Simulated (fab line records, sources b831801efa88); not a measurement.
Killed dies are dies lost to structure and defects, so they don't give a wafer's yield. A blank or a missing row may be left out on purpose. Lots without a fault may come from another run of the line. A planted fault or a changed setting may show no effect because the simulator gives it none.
A struck lot beside a sound one | flow gf180mcu | 20 steps out of a route of 602
Sound: wafers L809.2, L809.5, L809.6. Struck: wafers L797.1, L797.2, L797.6. The cause comes at the end.
At each step with rows: each side's tool, then ch and its chambers, then its first start. Under that, the readings that differ: sound wafers | struck wafers | difference of the means | sigmas: that difference in standard deviations of wafers without a fault.
alike: readings whose means differ by less than 2 such deviations, and words and numbers that are the same on both sides. not compared: withheld readings, readings that some wafer has no value for, bounds like >300 that may hide the same value, and numbers for which the record gives no deviation and whose values overlap.
The two part at a step that has a row with sigmas, a row that says differs or no value, or rows on one side only. Numbers that don't overlap but have no deviation are shown without sigmas and don't part them. A reading that every wafer of one side lacks parts them only if that side has two wafers or more.

first, 6 steps without rows for these wafers: GF_M4_HMDS_08 (prime time 60 s); GF_M4_COAT_09 (resist thk 1000 nm); GF_M4_SOFTBAKE_10 (time 60 s); GF_M4_EXPOSE_11 (exposes mask Metal4, target cd 280 nm); GF_M4_PEB_12 (peb time 90 s); GF_M4_DEVELOP_13 (develop time 60 s).
GF_M4_CD_MEAS_14: target cd 280 nm.
  sound on cd_sem-01, day 27 20:58; struck on cd_sem-01, day 23 22:34
  alike: cd_nm
GF_M4_OVL_MEAS_15:
  sound on overlay-01, day 27 21:04; struck on overlay-02, day 23 22:41
  reading     | sound    | struck | difference | sigmas
  M4_OVL (nm) | -9 -16 0 | 1 6 7  | +13        | +2
GF_M4_METAL_ETCH_16: etches the open film in Cl2/BCl3, stops on SiO2, target depth 750.8 nm, time 125.1 s.
  sound on rie_metal-02 ch 0,1, day 27 21:06; struck on rie_metal-01 ch 0,1, day 23 22:43
  reading                | sound                | struck               | difference | sigmas
  throttle_valve_pct (%) | 28.238 28.221 28.217 | 28.264 28.241 28.248 | +0.026     | +2
  alike: drypump_motor_current_A, he_backside_leak_sccm, oes_product_au
  not compared: rf_hours_counter_h
GF_M4_STRIP_17: strips in O2/N2.
  sound on plasma_asher-02 ch 0,1, day 27 21:13; struck on plasma_asher-01 ch 0,1, day 23 22:51
  alike: drypump_motor_current_A, heater_power_w, oes_product_au, strip_time_to_endpoint_s
  not compared: rf_hours_counter_h
then, 2 steps without rows for these wafers: GF_M4_STRIP_18 (strips in post etch residue remover, time 1200 s); GF_M4_CLEAN_19 (cleans in DIW).
GF_V4_CVD_00: deposits SiO2, target thk 600 nm, time 100 s.
  sound on hdpcvd-01 ch 0,1,2, day 27 21:46; struck on hdpcvd-01 ch 1,2, day 23 23:42
GF_V4_THK_MEAS_01:
  sound on film_metro-01, day 27 21:50; struck on film_metro-04, day 23 23:47
  reading            | sound       | struck         | difference | sigmas
  V4_CVD_00_THK (nm) | 599 598 613 | 1212 1205 1196 | +601       | +76
GF_V4_CVD_02: deposits SiO2 from TEOS, target thk 850 nm, time 94.851 s.
  sound on pecvd-01 ch 0,1,2, day 27 21:53; struck on pecvd-01 ch 0,1, day 23 23:50
  alike: heater_power_w
  not compared: since_wet_clean_h
GF_V4_THK_MEAS_03:
  sound on film_metro-01, day 27 22:01; struck on film_metro-01, day 23 23:55
  alike: V4_CVD_02_THK
GF_V4_CMP_04: polishes SiO2.
  sound on cmp-01 ch 0,3, day 27 22:07; struck on cmp-02 ch 1,2,3, day 24 00:08
  alike: motor_current_A, slurry_filter_dp_kPa, time_to_endpoint_s
GF_V4_BOW_MEAS_05:
  sound on film_metro-02, day 27 22:26; struck on film_metro-04, day 24 00:20
  reading     | sound       | struck      | difference | sigmas
  V4_BOW (um) | 140 127 128 | 170 161 158 | +31        | +4
then, 1 step without rows for these wafers: GF_V4_DEHYDRATE_06 (time 60 s).
-- the record jumps here: 5 days lie between the struck wafers' starts before and after (it left off in module V4 and takes up again in module PASSIVATION, whose first step shown is number 602 of the route) --
GF_PASSIVATION_PROBE_99:
  the record has rows for the struck wafers here (prober-02, day 29 12:02) and none for the sound ones

WHERE THEY PART
First at GF_M4_OVL_MEAS_15; last, within this record, at GF_PASSIVATION_PROBE_99.

WHY: what the simulator had put in
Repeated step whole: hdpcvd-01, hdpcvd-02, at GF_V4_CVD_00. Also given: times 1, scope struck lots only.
